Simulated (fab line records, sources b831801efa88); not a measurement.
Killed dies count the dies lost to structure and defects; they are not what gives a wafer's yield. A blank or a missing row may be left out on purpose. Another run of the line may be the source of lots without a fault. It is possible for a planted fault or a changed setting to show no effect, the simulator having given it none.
What tool caused it? -- flow sky130 -- 12 lots, 36 wafers sampled, at 1 step of a route of 708

WHAT THE GAUGES READ, wafer by wafer
SKY_POLY_CUT_OVL_MEAS_09.
lot,measured,on,POLY_CUT_OVL (nm)
L076,day 25 02:58,overlay-02,4 3 -9
L077,day 25 10:31,overlay-02,12 3 4
L079,day 26 02:15,overlay-02,11 9 8
L081,day 26 22:47,overlay-02,5 3 -3
L083,day 27 17:39,overlay-02,-9 2 -3
L085,day 28 14:28,overlay-02,-4 0 10
L087,day 29 00:21,overlay-01,13 3 6
L089,day 29 11:38,overlay-02,4 2 -3
L092,day 30 10:19,overlay-02,1 4 2
L093,day 31 06:55,overlay-01,-1 -2 -11
L094,day 31 16:19,overlay-01,-7 -9 -8
L097,day 32 04:15,overlay-02,2 -5 -8

TOOL THAT RAN EACH LOT (tool first, then ch and the chambers of the sampled wafers, then the start)
There is no process step in the record ahead of these readings.

THE ANSWER, worked out from the rows above alone
Rule: usual is defined by the lots themselves. The widest of any qualifying gaps counts: lots, ordered by their means at a reading, are off when they make up no more than a third of the lots, leave a main group of 4 or more, and stand apart from it by 3 or more times the standard deviation of that group's means. The tables above print the reading to a certain number of digits; a main group whose means all agree to those digits is not used. Also off: a lot with no number at a reading for which 4 or more lots have one. Any other lot the step has rows for is counted as sound.
Nothing can be told from this: no lot is off at any reading shown.

WHAT THE SIMULATOR HAD PUT IN
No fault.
